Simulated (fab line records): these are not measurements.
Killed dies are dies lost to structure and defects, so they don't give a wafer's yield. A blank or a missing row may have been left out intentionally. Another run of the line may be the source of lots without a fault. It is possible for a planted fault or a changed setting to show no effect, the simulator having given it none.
Which tool is to blame? -- flow sky130 -- 6 lots with 18 wafers sampled at 2 steps, on a route of 708 steps

## WHAT THE GAUGES READ, wafer by wafer
SKY_VT_ADJUST_LVTN_TW_MEAS_21.
lot,measured,on,VT_ADJUST_LVTN_2_TW
L400,day 8 15:39,filmMetro-04,188.3 188.5 187.2
L404,day 9 16:23,filmMetro-01,185.3 184.1 184.7
L407,day 10 04:46,filmMetro-01,184.9 186.1 185.5
L412,day 11 15:53,filmMetro-04,231.4 230.4 231.8
L418,day 13 11:31,filmMetro-04,191.1 190.2 189.9
L422,day 14 21:39,filmMetro-04,189.7 189.8 190.9

## WHICH TOOL RAN EACH LOT (tool, then ch and the chambers of the sampled wafers, then the start)
lot,SKY_VT_ADJUST_LVTN_IMPLANT_19
L400,"implanter-01 ch 0, day 8 15:24"
L404,"implanter-03 ch 0, day 9 16:08"
L407,"implanter-01 ch 0, day 10 04:31"
L412,"implanter-03 ch 0, day 11 14:21"
L418,"implanter-02 ch 0, day 13 11:16"
L422,"implanter-02 ch 0, day 14 21:24"
- SKY_VT_ADJUST_LVTN_IMPLANT_19

## THE ANSWER, worked out from the rows above alone
Rule: what is usual is taken from the lots themselves. Put in order of their means at a reading, lots are off if they are a third of the lots or fewer, leave a main group of 4 or more, and stand apart from it by a gap of 3 or more times the standard deviation of the main group's means; of several such gaps the widest counts. A main group is skipped when, at the precision printed for the reading in the tables above, its means are all equal. Also off: a lot with no number at a reading for which 4 or more lots have one. The other lots that the step has rows for count as sound.
Off: at SKY_VT_ADJUST_LVTN_TW_MEAS_21 (VT_ADJUST_LVTN_2_TW), L412. The main group: mean 187.7, standard deviation 2.3.
If a tool, at a process step before that reading, ran all the lots that are off and no sound lot after the first of them, it fits. Those tools and the gauges at SKY_VT_ADJUST_LVTN_TW_MEAS_21 are tried in the same way. One fits: SKY_VT_ADJUST_LVTN_IMPLANT_19 on implanter-03. Its last sound lot is L404 (day 9 16:08), its first lot that is off L412 (day 11 14:21): a fault that began between those two fits.

## WHAT WAS PUT IN BY THE SIMULATOR
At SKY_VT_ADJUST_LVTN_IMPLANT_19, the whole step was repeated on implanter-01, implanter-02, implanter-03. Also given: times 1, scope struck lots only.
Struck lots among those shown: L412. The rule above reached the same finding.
